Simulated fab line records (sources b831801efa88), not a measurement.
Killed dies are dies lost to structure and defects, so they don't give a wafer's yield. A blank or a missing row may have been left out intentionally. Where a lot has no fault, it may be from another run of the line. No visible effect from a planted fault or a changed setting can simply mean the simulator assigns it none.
Matching of chambers | flow sky130 | SKY_VIA2_CMP_02 on cmp-01: 4 sister chambers
The step polishes SiO2. 4 wafers are shown with their chamber, then 6 later ones without.

WAFERS PAIRED WITH THEIR CHAMBERS
wafer  | chamber | motor_current_A (A)
L561.6 | 3       | 11.8
L579.2 | 0       | 11.5
L579.5 | 1       | 10.0
L579.6 | 2       | 14.2

WAFERS WITH NO CHAMBER GIVEN
wafer  | motor_current_A (A)
L578.1 | 13.8
L578.2 | 11.7
L578.4 | 10.3
L580.1 | 10.5
L580.3 | 14.2
L580.5 | 13.8

WHICH CHAMBER EACH WENT THROUGH
wafer  | from the rows above     | in truth
L578.1 | 2                       | 2
L578.2 | can't be placed: 3 or 0 | 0
L578.4 | 1                       | 1
L580.1 | can't be placed: 1 or 0 | 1
L580.3 | 2                       | 2
L580.5 | 2                       | 2
Correctly placed: 4 of 6. Cannot be placed on the basis of these rows: 2; the candidates contain the true chamber in 2. Number placed wrongly: 0.
How it was worked out, from the rows above alone: a wafer's distance from a chamber is the root of the sum, over the readings, of the square of ((its reading less the chamber's mean) divided by the reading's scatter). The wafer belongs to the nearest chamber; if the next one is less than 2 further off, it can't be placed. The mean given for a chamber averages the wafers shown for that chamber. The scatter: with one shown wafer a chamber, the root of the mean of the squares of how far each hidden wafer lies from its nearest shown one.
